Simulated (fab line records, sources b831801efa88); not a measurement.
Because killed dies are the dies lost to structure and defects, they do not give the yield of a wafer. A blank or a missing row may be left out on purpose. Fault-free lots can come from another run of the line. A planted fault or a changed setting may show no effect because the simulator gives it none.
Matching of chambers ; flow sky130 ; SKY_VIA3_ETCH_15 on rie_diel-04 has 4 sister chambers
The step etches SiO2 in C4F8/O2/Ar, stops on TiN, target depth 507 nm, time 78 s. 4 wafers are shown with their chamber, then 12 later ones without.

== EACH WAFER AND ITS CHAMBER ==
wafer;chamber;oes_product_au (a.u.)
L083.4;3;0.942
L085.4;2;0.943
L089.3;1;0.947
L089.6;0;0.949

== WAFERS WITHOUT THEIR CHAMBER ==
wafer;oes_product_au (a.u.)
L091.2;0.951
L091.4;0.942
L091.6;0.948
L094.4;0.941
L094.5;0.944
L094.6;0.943
L095.3;0.947
L095.5;0.944
L095.6;0.940
L096.3;0.954
L096.4;0.942
L096.5;0.943

== EACH ONE'S CHAMBER ==
wafer;from the rows above;in truth
L091.2;can't be placed: 0 or 1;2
L091.4;can't be placed: 3 or 2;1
L091.6;can't be placed: 0 or 1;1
L094.4;can't be placed: 3 or 2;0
L094.5;can't be placed: 2 or 3 or 1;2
L094.6;can't be placed: 2 or 3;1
L095.3;can't be placed: 1 or 0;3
L095.5;can't be placed: 2 or 3 or 1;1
L095.6;can't be placed: 3 or 2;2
L096.3;can't be placed: 0 or 1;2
L096.4;can't be placed: 3 or 2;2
L096.5;can't be placed: 2 or 3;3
Placed correctly: 0 of 12. Unplaceable from these rows: 12, with the true chamber sitting among the candidates in 6. Placed wrongly: 0.
How it was worked out, from the rows above alone: a wafer's distance from a chamber is the root of the sum, over the readings, of the square of ((its reading less the chamber's mean) divided by the reading's scatter). The wafer belongs to the nearest chamber; if the next one is less than 2 further off, it can't be placed. The mean given for a chamber averages the wafers shown for that chamber. The scatter: root of mean squared gap, hidden wafer to nearest shown wafer, with one shown wafer a chamber.
